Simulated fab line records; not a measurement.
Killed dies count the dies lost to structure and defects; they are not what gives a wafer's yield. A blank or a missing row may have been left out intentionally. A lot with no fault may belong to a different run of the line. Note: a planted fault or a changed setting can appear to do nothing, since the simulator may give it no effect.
Shared-tool check -- flow gf180mcu -- 12 lots and 39 wafers in the sample

## WHY IT WAS OPENED
GF_STI_THK_MEAS_04, reading STI_CVD_03_THK: flagged on 1 of 12 lots. No-fault wafers: 206.9 nm, standard deviation 1.8.
Rule: a lot is flagged in two cases, either no wafer of it has a number, or all its wafers with numbers fall more than 4 standard deviations from that mean. The rest of the lots are taken to be sound.

lot,measured,on,"STI_CVD_03_THK (nm), wafer by wafer",flag
L113,day 1 16:38,filmMetro-01,208.1 206.9 208.9,
L114,day 1 19:37,filmMetro-03,206.4 206.6 207.8,
L116,day 2 04:40,filmMetro-03,204.0 204.8 204.6,
L124,day 3 21:10,filmMetro-03,157.0 157.7 158.2 156.9 157.8 158.3,FLAGGED
L125,day 4 01:34,filmMetro-01,204.4 203.4 204.6,
L126,day 4 07:32,filmMetro-02,205.7 206.4 205.1,
L127,day 4 13:19,filmMetro-02,204.2 205.2 205.3,
L128,day 4 16:34,filmMetro-01,206.4 208.2 207.5,
L130,day 5 03:02,filmMetro-02,205.4 206.9 207.3,
L133,day 6 00:56,filmMetro-02,207.5 209.0 207.5,
L134,day 6 00:56,filmMetro-03,208.6 209.2 210.2,
L136,day 6 10:45,filmMetro-01,205.9 206.8 206.2,
The mean of the flagged lots' numbers is 157.7 nm, -49.2 nm from the usual (-27 standard deviations).

## TOOL THAT RAN EACH LOT
The record keeps 1 process step preceding the reading, out of 602 steps on the route. Each cell gives the tool, then ch followed by the chambers the sampled wafers passed through, then the start.
lot,flag,GF_STI_CVD_03
L113,,"lpcvd-01 ch 0, day 1 12:10"
L114,,"lpcvd-01 ch 0, day 1 16:38"
L116,,"lpcvd-01 ch 1, day 2 02:40"
L124,FLAGGED,"lpcvd-01 ch 0, day 3 19:11"
L125,,"lpcvd-01 ch 1, day 3 23:34"
L126,,"lpcvd-01 ch 1, day 4 05:31"
L127,,"lpcvd-02 ch 0, day 4 11:20"
L128,,"lpcvd-02 ch 1, day 4 14:34"
L130,,"lpcvd-02 ch 1, day 5 01:02"
L133,,"lpcvd-02 ch 1, day 5 22:56"
L134,,"lpcvd-02 ch 0, day 5 22:56"
L136,,"lpcvd-02 ch 1, day 6 08:45"
What is done by these steps:
- GF_STI_CVD_03: deposits Si3N4 from DCS/NH3, target thk 207.16 nm, time 3551 s.
- GF_STI_THK_MEAS_04

## FLAGGED OVER TOTAL, TOOL BY TOOL (the gauges that took the reading come last)
step,tool,lots run,flagged,share of the flagged lots,sound lots run after its first flagged lot
GF_STI_CVD_03,lpcvd-01,6,1,all,"2 (L125,L126)"
GF_STI_CVD_03,lpcvd-02,6,0,none,-
GF_STI_THK_MEAS_04,filmMetro-01,4,0,none,-
GF_STI_THK_MEAS_04,filmMetro-02,4,0,none,-
GF_STI_THK_MEAS_04,filmMetro-03,4,1,all,1 (L134)

## WHAT THE TABLE ALLOWS
Every flagged lot went through 2 rows of the table: lpcvd-01 at GF_STI_CVD_03 and filmMetro-03 at GF_STI_THK_MEAS_04.
- lpcvd-01 at GF_STI_CVD_03 ran 6 lots, 1 of them flagged. Lots that were sound ran on it after the first flagged one (L125, L126); a persistent fault on the entire tool would not allow that.
- filmMetro-03 at GF_STI_THK_MEAS_04 ran 4 lots, 1 of them flagged. Lots that were sound ran on it after the first flagged one (L134); a persistent fault on the entire tool would not allow that.
No row of the table ran every flagged lot and no sound lot after the first.

## WHAT THE SIMULATOR HAD PUT IN
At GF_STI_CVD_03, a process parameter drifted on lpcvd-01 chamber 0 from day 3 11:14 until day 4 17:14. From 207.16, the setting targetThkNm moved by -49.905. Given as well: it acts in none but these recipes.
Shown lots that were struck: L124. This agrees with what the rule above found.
